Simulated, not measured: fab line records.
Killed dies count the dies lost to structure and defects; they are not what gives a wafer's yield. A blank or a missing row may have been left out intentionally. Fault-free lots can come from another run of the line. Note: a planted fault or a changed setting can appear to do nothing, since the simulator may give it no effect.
2 desks, one fault	flow gf180mcu	what lay behind the numbers comes last; until then each desk has only its own

## FROM THE METROLOGY DESK
Lot by lot, what the gauges showed, no matter which tool ran the lot: averages of those sampled wafers that carry a number. If a lot's mean is further than 4 standard deviations from the usual mean, the lot is out of limits and carries the mark OUT (the distance appears in the brackets).
Columns: A = V2_CVD_00_THK at GF_V2_THK_MEAS_01, usual 598 nm; B = V4_OVL at GF_V4_OVL_MEAS_15, usual -2 nm; C = V5_W_RS at GF_V5_RS_MEAS_24, usual 0.3285 ohm/sq; D = V5_W_THK at GF_V5_THK_MEAS_25, usual 337.5 nm
lot	first seen here	A	B	C	D
L984	day 19 16:29	607	-6	0.3281	338.0
L985	day 20 02:38	604	0	0.3289	340.7
L986	day 20 06:41	590	-5	0.3264	337.7
L989	day 21 13:10	602	-7	0.3257	338.8
L990	day 21 22:59	595	4	0.3247	340.1
L997	day 24 08:46	596	-3	0.3299	337.3
L100	day 25 10:10	594	0	0.3282	339.6
L102	day 25 21:35	597	3	0.3271	338.7
L103	day 26 01:32	605	-2	0.3305	336.2
L104	day 26 11:17	596	-5	0.3308	335.2
L105	day 26 17:45	601	-7	0.3276	338.2
L106	day 27 03:20	603	0	0.3290	336.9
This desk found nothing out of limits on any of the 12 lots.

## FOR THE TOOL OWNER'S DESK: cvd_w-01
The tool's own readings at GF_V5_CVD_23 (deposits W, target thk 350 nm, time 104.9 s): means of the sampled wafers that have a number, for each lot that ran on this tool. If a lot's mean is further than 4 standard deviations from the usual mean, the lot is out of limits and carries the mark OUT (the distance appears in the brackets).
Columns: A = heater_power_w at GF_V5_CVD_23, usual 875 W
lot	first seen here	A
L984	day 27 13:20	874
L985	day 27 23:45	828
L986	day 28 01:05	826
L989	day 29 01:59	823
L990	day 29 09:10	822
L100	day 32 06:32	868
L102	day 32 15:47	858
L103	day 32 17:44	841
L104	day 33 00:10	844
L105	day 33 07:40	859
L106	day 33 12:38	835
This desk found nothing out of limits on any of the 11 lots.

## ALL TOGETHER
Nothing out of limits was seen by the metrology desk.
The desk of the tool owner found nothing out of limits.

## WHAT WAS PUT IN BY THE SIMULATOR
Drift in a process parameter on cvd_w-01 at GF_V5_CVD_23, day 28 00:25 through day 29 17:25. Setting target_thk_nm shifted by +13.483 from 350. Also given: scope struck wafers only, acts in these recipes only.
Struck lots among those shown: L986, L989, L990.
